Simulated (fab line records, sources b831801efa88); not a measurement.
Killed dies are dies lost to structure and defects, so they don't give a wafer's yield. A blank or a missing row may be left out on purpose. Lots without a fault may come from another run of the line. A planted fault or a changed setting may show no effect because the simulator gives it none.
Which tool did it? | flow gf180mcu | 12 lots, 36 wafers sampled, at 6 steps of a route of 602

WHAT THE GAUGES READ, wafer by wafer
GF_STI_BOW_MEAS_00.
lot  | measured    | on            | INCOMING_BOW (um)
L237 | day 1 10:01 | film_metro-04 | 2 15 1
L238 | day 1 15:02 | film_metro-04 | 0 5 -2
L239 | day 1 20:01 | film_metro-01 | 5 -1 -7
L241 | day 2 06:00 | film_metro-02 | -2 -1 -14
L242 | day 2 11:01 | film_metro-01 | 10 -1 -7
L244 | day 2 21:00 | film_metro-04 | 0 0 3
L249 | day 3 22:00 | film_metro-02 | 6 -13 -3
L254 | day 4 23:01 | film_metro-02 | 0 -7 11
L256 | day 5 09:02 | film_metro-01 | 19 -15 -14
L258 | day 5 19:02 | film_metro-01 | 11 -4 -2
L259 | day 6 00:00 | film_metro-02 | 0 -8 -14
L260 | day 6 05:00 | film_metro-04 | -8 7 4

GF_LVPWELL_TW_MEAS_11.
lot  | measured    | on            | LVPWELL_TW
L237 | day 3 23:37 | film_metro-03 | 558.3 553.7 556.5
L238 | day 4 03:59 | film_metro-03 | 560.0 555.6 556.4
L239 | day 4 08:31 | film_metro-01 | 561.4 558.8 560.9
L241 | day 4 18:34 | film_metro-01 | 561.2 558.6 558.7
L242 | day 4 23:01 | film_metro-03 | 559.8 558.4 558.0
L244 | day 5 11:07 | film_metro-01 | 559.4 556.8 557.9
L249 | day 6 14:34 | film_metro-04 | 555.1 551.7 554.7
L254 | day 7 18:37 | film_metro-01 | 529.1 526.3 526.4
L256 | day 8 08:53 | film_metro-03 | 522.6 523.6 523.8
L258 | day 8 20:44 | film_metro-01 | 557.1 555.5 554.0
L259 | day 9 01:16 | film_metro-04 | 556.6 557.4 554.0
L260 | day 9 07:46 | film_metro-04 | 557.0 558.5 558.1

GF_VT_IMPLANT_RS_MEAS_48: measures by four-point-probe.
lot  | measured     | on            | LVPWELL_RS (ohm/sq)
L237 | day 7 15:32  | film_metro-01 | 1197 1197 1196
L238 | day 7 22:12  | film_metro-03 | 1196 1201 1195
L239 | day 8 01:38  | film_metro-04 | 1198 1196 1199
L241 | day 8 16:04  | film_metro-04 | 1194 1194 1194
L242 | day 8 18:48  | film_metro-04 | 1198 1195 1199
L244 | day 9 11:45  | film_metro-04 | 1194 1197 1195
L249 | day 10 18:46 | film_metro-01 | 1196 1199 1199
L254 | day 12 01:41 | film_metro-01 | 1480 1490 1481
L256 | day 12 18:21 | film_metro-04 | 1489 1488 1487
L258 | day 13 06:53 | film_metro-01 | 1198 1199 1198
L259 | day 13 13:34 | film_metro-03 | 1199 1198 1201
L260 | day 13 23:29 | film_metro-04 | 1193 1194 1195

GF_SAB_CD_MEAS_09: target cd 420 nm.
lot  | measured     | on        | cd_nm (nm)
L237 | day 15 04:56 | cd_sem-01 | 424.3 422.7 424.4
L238 | day 15 21:39 | cd_sem-01 | 414.6 413.1 414.9
L239 | day 15 21:56 | cd_sem-02 | 418.8 419.4 417.7
L241 | day 16 15:43 | cd_sem-01 | 419.2 419.4 417.9
L242 | day 17 01:29 | cd_sem-01 | 421.8 420.4 422.5
L244 | day 18 00:37 | cd_sem-02 | 419.3 423.2 419.5
L249 | day 19 08:34 | cd_sem-02 | 423.5 423.2 420.9
L254 | day 20 22:26 | cd_sem-01 | 421.2 417.8 419.2
L256 | day 21 16:03 | cd_sem-01 | 419.3 420.6 420.1
L258 | day 22 07:46 | cd_sem-01 | 425.5 425.4 425.1
L259 | day 22 17:07 | cd_sem-02 | 418.6 417.7 418.9
L260 | day 23 05:19 | cd_sem-02 | 416.8 416.8 418.5

WHICH TOOL RAN EACH LOT (tool, then ch and the chambers of the sampled wafers, then the start)
lot  | GF_LVPWELL_IMPLANT_09          | GF_HV_LDD_STRIP_10
L237 | implanter-02 ch 0, day 3 23:23 | plasma_asher-01 ch 0,1, day 10 03:40
L238 | implanter-02 ch 0, day 4 03:46 | plasma_asher-03 ch 0,1, day 10 17:16
L239 | implanter-02 ch 0, day 4 08:17 | plasma_asher-01 ch 1, day 10 17:23
L241 | implanter-03 ch 0, day 4 18:19 | plasma_asher-03 ch 0,1, day 11 08:13
L242 | implanter-04 ch 0, day 4 22:47 | plasma_asher-03 ch 0,1, day 11 16:35
L244 | implanter-03 ch 0, day 5 10:52 | plasma_asher-03 ch 0,1, day 12 10:02
L249 | implanter-02 ch 0, day 6 14:19 | plasma_asher-02 ch 0,1, day 13 15:01
L254 | implanter-02 ch 0, day 7 18:23 | plasma_asher-03 ch 0, day 14 21:44
L256 | implanter-02 ch 0, day 8 08:40 | plasma_asher-02 ch 0,1, day 15 15:49
L258 | implanter-03 ch 0, day 8 20:31 | plasma_asher-03 ch 0,1, day 16 05:58
L259 | implanter-04 ch 0, day 9 01:01 | plasma_asher-01 ch 0,1, day 16 15:43
L260 | implanter-03 ch 0, day 9 07:31 | plasma_asher-01 ch 0,1, day 17 02:40
- GF_LVPWELL_IMPLANT_09
- GF_HV_LDD_STRIP_10: strips in O2/N2.

WHAT THE TOOLS THEMSELVES READ (means of the sampled wafers that have a number; where no wafer has one, the mark that the record gives instead)
GF_LVPWELL_IMPLANT_09.
lot  | tool         | dose_ions_cm2 | faraday_current_uA
L237 | implanter-02 | 4.999e+12     | 28.0
L238 | implanter-02 | 4.998e+12     | 27.9
L239 | implanter-02 | 5.002e+12     | 28.0
L241 | implanter-03 | 4.999e+12     | 28.4
L242 | implanter-04 | 4.997e+12     | 28.4
L244 | implanter-03 | 4.998e+12     | 28.3
L249 | implanter-02 | 5.005e+12     | 28.6
L254 | implanter-02 | 5.003e+11     | 2.8
L256 | implanter-02 | 4.927e+11     | 2.8
L258 | implanter-03 | 4.998e+12     | 28.3
L259 | implanter-04 | 5.006e+12     | 27.9
L260 | implanter-03 | 5.004e+12     | 28.7

GF_HV_LDD_STRIP_10.
lot  | tool            | drypump_motor_current_A (A) | heater_power_w (W) | oes_product_au (a.u.) | strip_time_to_endpoint_s (s)
L237 | plasma_asher-01 | 6.0                         | 317                | 0.713                 | 12.62
L238 | plasma_asher-03 | 5.3                         | 368                | 0.719                 | 12.66
L239 | plasma_asher-01 | 6.1                         | 297                | 0.714                 | 12.64
L241 | plasma_asher-03 | 5.1                         | 396                | 0.717                 | 12.63
L242 | plasma_asher-03 | 5.1                         | 404                | 0.713                 | 12.67
L244 | plasma_asher-03 | 5.2                         | 361                | 0.717                 | 12.68
L249 | plasma_asher-02 | 5.8                         | 318                | 0.715                 | 12.66
L254 | plasma_asher-03 | 5.0                         | 430                | 0.720                 | 12.64
L256 | plasma_asher-02 | 5.7                         | 299                | 0.713                 | 12.64
L258 | plasma_asher-03 | 5.2                         | 397                | 0.717                 | 12.58
L259 | plasma_asher-01 | 6.0                         | 314                | 0.718                 | 12.63
L260 | plasma_asher-01 | 5.9                         | 328                | 0.717                 | 12.67

THE ANSWER, worked out from the rows above alone
Rule: what is usual is taken from the lots themselves. Put in order of their means at a reading, lots are off if they are a third of the lots or fewer, leave a main group of 4 or more, and stand apart from it by a gap of 3 or more times the standard deviation of the main group's means; of several such gaps the widest counts. A main group whose means are all the same, to the digits that the tables above print for the reading, isn't used. A lot without any number at a reading at which 4 lots or more have one is off too. The other lots that the step has rows for count as sound. The gauges are gone through in route order, then the tools' own readings, and for those a lot's mean is taken as printed above. The first step at which some lot is off is used, and at that step the reading that is off furthest; a lot without a number counts as furthest.
Off: L254, L256, at GF_LVPWELL_TW_MEAS_11 (LVPWELL_TW). The main group: mean 557.3, standard deviation 1.9.
A tool fits if, at a process step before that reading, it ran every lot that is off, and no sound lot after the first of them. The gauges at GF_LVPWELL_TW_MEAS_11 aren't tried: what is off there is off at GF_LVPWELL_IMPLANT_09 too, on other tools, and a gauge's error can't cause that. One fits: implanter-02 at GF_LVPWELL_IMPLANT_09. Its last sound lot is L249 (day 6 14:19), its first lot that is off L254 (day 7 18:23): a fault that began between those two fits.
The tool's own readings at GF_LVPWELL_IMPLANT_09 bear it out: on the lots that are off they differ by more than 5 times the standard deviation of the sound lots' means. dose_ions_cm2 reads 4.965e+11 there against 5.001e+12 on the sound lots; faraday_current_uA reads 2.8 there against 28.2 on the sound lots.

WHAT THE SIMULATOR HAD PUT IN
Process parameter drift: implanter-02, from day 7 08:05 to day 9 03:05, at GF_LVPWELL_IMPLANT_09. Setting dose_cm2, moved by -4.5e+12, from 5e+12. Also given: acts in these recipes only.
Lots struck among those shown: L254, L256. The rule above found the same.
